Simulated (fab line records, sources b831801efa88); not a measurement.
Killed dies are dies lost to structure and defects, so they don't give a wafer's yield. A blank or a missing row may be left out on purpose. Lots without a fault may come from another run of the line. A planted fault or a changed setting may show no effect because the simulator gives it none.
Chamber matching | flow sky130 | SKY_LI_CONTACT_CMP_02 on cmp-01: 4 sister chambers
The step polishes PSG. 8 wafers are shown with their chamber, then 7 later ones without.

WAFERS WITH THEIR CHAMBER
wafer  | chamber | motor_current_A (A) | head_pressure_psi (psi)
L768.2 | 2       | 13.3                | 3.989
L768.5 | 3       | 12.4                | 4.012
L769.3 | 3       | 12.3                | 3.997
L772.2 | 2       | 13.2                | 4.004
L774.5 | 0       | 14.5                | 4.003
L774.6 | 1       | 9.4                 | 3.994
L775.2 | 1       | 9.5                 | 4.000
L775.3 | 0       | 14.8                | 3.993

WAFERS WITHOUT THEIR CHAMBER
wafer  | motor_current_A (A) | head_pressure_psi (psi)
L775.4 | 14.4                | 4.003
L776.4 | 13.3                | 4.007
L776.5 | 9.1                 | 4.000
L776.6 | 13.3                | 4.000
L777.1 | 11.9                | 4.001
L777.3 | 13.3                | 4.004
L777.5 | 12.0                | 4.016

WHICH CHAMBER EACH WENT THROUGH
wafer  | from the rows above | in truth
L775.4 | 0                   | 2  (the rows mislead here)
L776.4 | 2                   | 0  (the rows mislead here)
L776.5 | 1                   | 1
L776.6 | 2                   | 2
L777.1 | 3                   | 3
L777.3 | 2                   | 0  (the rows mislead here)
L777.5 | 3                   | 3
Placed correctly: 4 of 7. Can't be placed from these rows: 0. Placed wrongly: 3.
How it was worked out, from the rows above alone: a wafer's distance from a chamber is the root of the sum, over the readings, of the square of ((its reading less the chamber's mean) divided by the reading's scatter). The wafer belongs to the nearest chamber; if the next one is less than 2 further off, it can't be placed. A chamber's mean is the mean of its shown wafers. The scatter: the root of (the sum of the squares of (reading less its chamber's mean) over the shown wafers, divided by (wafers less chambers)).
